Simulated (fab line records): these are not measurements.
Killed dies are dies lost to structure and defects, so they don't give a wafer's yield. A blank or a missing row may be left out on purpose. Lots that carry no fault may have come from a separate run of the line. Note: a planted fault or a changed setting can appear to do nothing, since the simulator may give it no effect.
Comparing a struck lot with a sound one -- flow sky130 -- 44 out of 708 route steps
Sound: the wafers L985.1, L985.3, L985.6. The struck wafers were L997.1, L997.3, L997.5. The cause is given at the end.
Order at every step that has rows: each side's tool, ch and its chambers, its first start. Under that, the readings that differ: sound wafers -- struck wafers -- difference of the means -- sigmas: that difference in standard deviations of wafers without a fault.
alike: readings whose means differ by less than 2 such deviations, and words and numbers that are the same on both sides. not compared: withheld readings, readings that some wafer has no value for, bounds like >300 that may hide the same value, and numbers for which the record gives no deviation and whose values overlap.
A row with sigmas, a row that says differs or no value, or rows on one side alone: a step with any of these is where the two part. When numbers do not overlap yet have no deviation, they are printed without sigmas and do not part them. Lack of a reading on every wafer of one side parts them only where that side has two or more wafers.

first, 1 step without rows for these wafers: SKY_SONOS_TUNNEL_DEVELOP_06 (develop time 60 s).
SKY_SONOS_TUNNEL_CD_MEAS_07: the cd target is 410 nm.
  struck on cdSem-02, day 15 13:43; sound on cdSem-01, day 11 19:34
  alike: cdNm
SKY_SONOS_TUNNEL_OVL_MEAS_08:
  struck on overlay-01, day 15 13:50; sound on overlay-02, day 11 19:41
  alike: SONOS_TUNNEL_OVL
then, 3 steps without rows for these wafers: SKY_SONOS_TUNNEL_IMPLANT_09; SKY_SONOS_TUNNEL_WET_ETCH_10 (etches SiO2 in dHF, target depth 14 nm, time 280 s); SKY_SONOS_TUNNEL_STRIP_11 (strips in SPM, time 600 s).
SKY_SONOS_TUNNEL_TW_MEAS_12:
  struck on filmMetro-04, day 15 14:17; sound on filmMetro-02, day 11 20:08
  alike: SONOS_TUNNEL_TW
then, 2 steps without rows for these wafers: SKY_SONOS_TUNNEL_CLEAN_13 (cleans in dHF, time 20 s); SKY_SONOS_ONO_OXIDATION_00 (stabilise 600 s, purge 300 s, target thk 2.6 nm).
SKY_SONOS_ONO_THK_MEAS_01:
  struck on filmMetro-02, day 15 16:51; sound on filmMetro-04, day 11 21:34
  alike: SONOS_ONO_OXIDATION_THK
then, 1 step without rows for these wafers: SKY_SONOS_ONO_CVD_02 (deposits Si3N4 from DCS/NH3, target thk 10.5 nm, time 180 s).
SKY_SONOS_ONO_THK_MEAS_03:
  struck on filmMetro-02, day 15 19:07; sound on filmMetro-02, day 11 22:41
  alike: SONOS_ONO_CVD_02_THK
SKY_SONOS_ONO_CVD_04: deposits SiO2 from SiH4/N2O, target thk 5.7199 nm.
  sound on lpcvd-03 ch 0, day 11 22:44; struck on lpcvd-03 ch 1, day 15 19:11
reading,sound,struck,difference,sigmas
model.SiO2_of_SONOS_ONO_CVD_04.thkNm (nm),5.859 5.927 5.883,6.203 6.186 6.14,+0.287,
  alike: zonePowerTopPct
SKY_SONOS_ONO_THK_MEAS_05:
  struck on filmMetro-03, day 15 20:26; sound on filmMetro-04, day 12 00:37
reading,sound,struck,difference,sigmas
SONOS_ONO_CVD_04_THK (nm),5.86 5.98 5.93,6.21 6.11 6.13,+0.23,+2
then, 7 steps without rows for these wafers: SKY_SONOS_ONO_DEHYDRATE_06 (time 60 s); SKY_SONOS_ONO_HMDS_07 (prime time 60 s); SKY_SONOS_ONO_COAT_08 (resist thk 1140 nm); SKY_SONOS_ONO_SOFTBAKE_09 (time 60 s); SKY_SONOS_ONO_EXPOSE_10 (exposes mask ONOM, target cd 410 nm); SKY_SONOS_ONO_PEB_11; SKY_SONOS_ONO_DEVELOP_12 (develop time 60 s).
SKY_SONOS_ONO_CD_MEAS_13: the cd target is 410 nm.
  struck on cdSem-01, day 17 00:10; sound on cdSem-02, day 13 01:12
  alike: cdNm
SKY_SONOS_ONO_OVL_MEAS_14:
  struck on overlay-02, day 17 00:17; sound on overlay-01, day 13 01:19
  alike: SONOS_ONO_OVL
SKY_SONOS_ONO_ETCH_15: etches the open film in CHF3/O2, target depth 19.52 nm, time 7.8 s.
  sound on rieDiel-04 ch 0,1, day 13 01:21; struck on rieDiel-04 ch 1,3, day 17 00:19
  alike: chf3FlowSccm, drypumpMotorCurrentA, oesProductAu, throttleValvePct
  not compared: rfHoursCounterH
then, 1 step without rows for these wafers: SKY_SONOS_ONO_WET_ETCH_16 (etches SiO2 in dHF, target depth 14 nm, time 280 s).
SKY_SONOS_ONO_STRIP_17: strips in O2/N2.
  sound on plasmaAsher-03 ch 0,1, day 13 01:28; struck on plasmaAsher-03 ch 0, day 17 00:26
  alike: drypumpMotorCurrentA, oesProductAu, stripTimeToEndpointS
  not compared: rfHoursCounterH
then, 3 steps without rows for these wafers: SKY_SONOS_ONO_WET_ETCH_18 (etches Si3N4 in H3PO4, target depth 15 nm, time 172 s); SKY_GATE_OXIDE_CLEAN_00 (cleans in SC1/SC2, time 150 s); SKY_GATE_OXIDE_OXIDATION_01 (stabilise 600 s, purge 300 s, target thk 10.268 nm).
SKY_GATE_OXIDE_THK_MEAS_02:
  struck on filmMetro-02, day 17 02:29; sound on filmMetro-01, day 13 03:05
reading,sound,struck,difference,sigmas
GATE_OXIDE_OXIDATION_00_THK (nm),10.02 9.96 10.18,10.68 10.67 10.51,+0.57,+3
then, 7 steps without rows for these wafers: SKY_GATE_OXIDE_DEHYDRATE_03 (time 60 s); SKY_GATE_OXIDE_HMDS_04 (prime time 60 s); SKY_GATE_OXIDE_COAT_05 (resist thk 1140 nm); SKY_GATE_OXIDE_SOFTBAKE_06 (time 60 s); SKY_GATE_OXIDE_EXPOSE_07 (exposes mask LVOM, target cd 600 nm); SKY_GATE_OXIDE_PEB_08; SKY_GATE_OXIDE_DEVELOP_09 (develop time 60 s).
SKY_GATE_OXIDE_OVL_MEAS_10:
  struck on overlay-02, day 18 08:12; sound on overlay-01, day 14 04:40
  alike: GATE_OXIDE_OVL
then, 2 steps without rows for these wafers: SKY_GATE_OXIDE_IMPLANT_11; SKY_GATE_OXIDE_WET_ETCH_12 (etches SiO2 in dHF, target depth 16.8 nm, time 336 s).
SKY_GATE_OXIDE_STRIP_13: strips in O2/N2.
  sound on plasmaAsher-01 ch 0, day 14 04:57; struck on plasmaAsher-03 ch 0, day 18 08:29
  alike: drypumpMotorCurrentA, oesProductAu, stripTimeToEndpointS
  not compared: rfHoursCounterH
SKY_GATE_OXIDE_TW_MEAS_14:
  struck on filmMetro-01, day 18 08:35; sound on filmMetro-03, day 14 05:03
  alike: GATE_OXIDE_TW
SKY_GATE_OXIDE_CLEAN_15: cleans in SC1/SC2, time 150 s.
  sound on wetBench-02 ch 1, day 14 05:07; struck on wetBench-02 ch 0, day 18 08:39
reading,sound,struck,difference,sigmas
model.SiO2_of_SONOS_ONO_CVD_04.thkNm (nm),4.326 4.395 4.351,4.667 4.65 4.605,+0.283,
-- here the record skips 31 days between the struck wafers' starts before and after, leaving off in module GATE_OXIDE and picking up in module PAD_OPEN (first step shown: number 708 of the route) --
SKY_PAD_OPEN_PROBE_99:
  struck on prober-02, day 49 12:28; sound on prober-02, day 46 20:10
reading,sound,struck,difference,sigmas
model.etest.capOno.gateLog10ACm2,-8.214 -8.26 -8.315,-8.618 -8.628 -8.528,-0.328,
model.etest.capOno.toxAccNm (nm),13.07 13.22 13.17,13.44 13.46 13.37,+0.27,
model.etest.sonosProgrammed.vtV (V),1.381 1.322 1.304,1.155 1.152 1.2,-0.167,
model.etest.sonosErased.vtV (V),-2.21 -2.157 -2.152,-1.998 -2.008 -2.055,+0.153,
model.etest.sonosBaked.vtV (V),0.8774 0.8601 0.8882,0.7781 0.7324 0.7869,-0.1094,
  alike: killed_at_M0_to_M3, killed_at_M4_up, killedAtContacts, killedAtFrontEnd, killedAtOther, killedDies, killedOpen, killedShort

WHERE THEY PART
At SKY_SONOS_ONO_THK_MEAS_05 first; at SKY_GATE_OXIDE_THK_MEAS_02 last (within this record only). Later steps at which nothing parts them and some readings are alike: SKY_GATE_OXIDE_OVL_MEAS_10, SKY_GATE_OXIDE_STRIP_13, SKY_GATE_OXIDE_TW_MEAS_14, SKY_PAD_OPEN_PROBE_99.

WHY: what had been put in by the simulator
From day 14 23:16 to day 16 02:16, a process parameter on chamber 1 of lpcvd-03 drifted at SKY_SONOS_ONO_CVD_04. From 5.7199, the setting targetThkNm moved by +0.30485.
